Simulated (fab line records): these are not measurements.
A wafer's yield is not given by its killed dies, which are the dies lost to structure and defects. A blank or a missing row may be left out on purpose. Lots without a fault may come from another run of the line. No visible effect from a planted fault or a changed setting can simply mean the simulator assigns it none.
A single fault, viewed from 2 desks	flow sky130	numbers are kept per desk, each desk with only its own; the story behind them comes last

== THE METROLOGY DESK ==
What the gauges read, lot by lot, whatever tool the lot ran on: means of the sampled wafers that have a number. Marked OUT: a lot whose mean sits more than 4 standard deviations from the usual mean, which makes it out of limits; the brackets give that distance.
Columns: A = LDD_HVN_OVL at SKY_LDD_HVN_OVL_MEAS_07, usual 1.0 nm; B = LDD_LDN_TW at SKY_LDD_LDN_TW_MEAS_13, usual 1460; C = SD_P_OVL at SKY_SD_P_OVL_MEAS_08, usual -0.1 nm
lot	first seen here	A	B	C
L761	day 20 18:50	1.3	1466	0.0
L762	day 21 14:46	2.0	1454	-1.6
L764	day 22 01:06	1.0	1461	-2.2
L765	day 22 18:56	1.0	1459	-0.6
L767	day 23 14:32	1.2	1451	0.0
L768	day 23 17:41	-0.4	1464	0.7
L769	day 24 05:42	-1.3	1454	-0.8
L771	day 25 08:34	2.4	1468	-0.9
L779	day 27 03:32	-0.7	1452	1.0
L781	day 27 18:33	0.5	1469	0.0
L783	day 27 21:41	0.8	1462	-0.5
L782	day 27 23:40	3.2	1466	-0.6
L784	day 28 17:22	0.6	1460	-1.5
Result from this desk: across the 13 lots, nothing is out of limits.

== FOR THE TOOL OWNER'S DESK: rieDiel-01 ==
The tool's own readings at SKY_POLY_CUT_ETCH_10 (etches BARC in N2/H2, stops on SiO2, time 45.9 s, target depth 60 nm): means of the sampled wafers that have a number, for each lot that ran on this tool. Marked OUT: a lot whose mean sits more than 4 standard deviations from the usual mean, which makes it out of limits; the brackets give that distance.
Columns: A = drypumpMotorCurrentA at SKY_POLY_CUT_ETCH_10, usual 5.7 A; B = h2FlowSccm at SKY_POLY_CUT_ETCH_10, usual 200.1 sccm; C = n2FlowSccm at SKY_POLY_CUT_ETCH_10, usual 100.0 sccm; D = oesProductAu at SKY_POLY_CUT_ETCH_10, usual 0.855 a.u.; E = runLengthS at SKY_POLY_CUT_ETCH_10, usual 74.3 s; F = throttleValvePct at SKY_POLY_CUT_ETCH_10, usual 13.225 %
lot	first seen here	A	B	C	D	E	F
L761	day 24 15:47	5.6	200.8	99.8	0.853	74.5	13.229
L762	day 25 10:38	5.2	200.2	100.2	0.859	74.3	13.227
L765	day 26 14:07	5.2	199.7	100.0	0.853	74.3	13.224
L767	day 27 11:01	5.3	200.1	99.5	0.857	74.0	13.226
L769	day 28 00:25	5.7	200.1	100.0	0.887 (+6.4) OUT	72.8	13.219
L771	day 29 01:35	5.3	200.3	99.7	0.870	73.2	13.217
L784	day 32 06:02	5.4	199.6	99.8	0.852	74.0	13.225
Finding of this desk: L769 out of limits; the first was L769 at day 28 00:25, on oesProductAu at SKY_POLY_CUT_ETCH_10. L761, L762, L765, L767, L771, L784 stayed within limits.

== PUT TOGETHER ==
An alarm could have come from the tool owner's desk at day 28 00:25, on L769.
Nothing out of limits was seen by the metrology desk.
The metrology desk holds a record of L769, inside its limits.
On rieDiel-01, each named lot ran SKY_POLY_CUT_ETCH_10.

== WHAT THE SIMULATOR HAD INSERTED ==
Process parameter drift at SKY_POLY_CUT_ETCH_10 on rieDiel-01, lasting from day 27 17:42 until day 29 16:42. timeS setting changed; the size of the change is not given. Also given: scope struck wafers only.
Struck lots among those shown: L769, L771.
How many hours passed from the start of the fault until each desk's first out-of-limits reading: the tool owner's desk, 7.
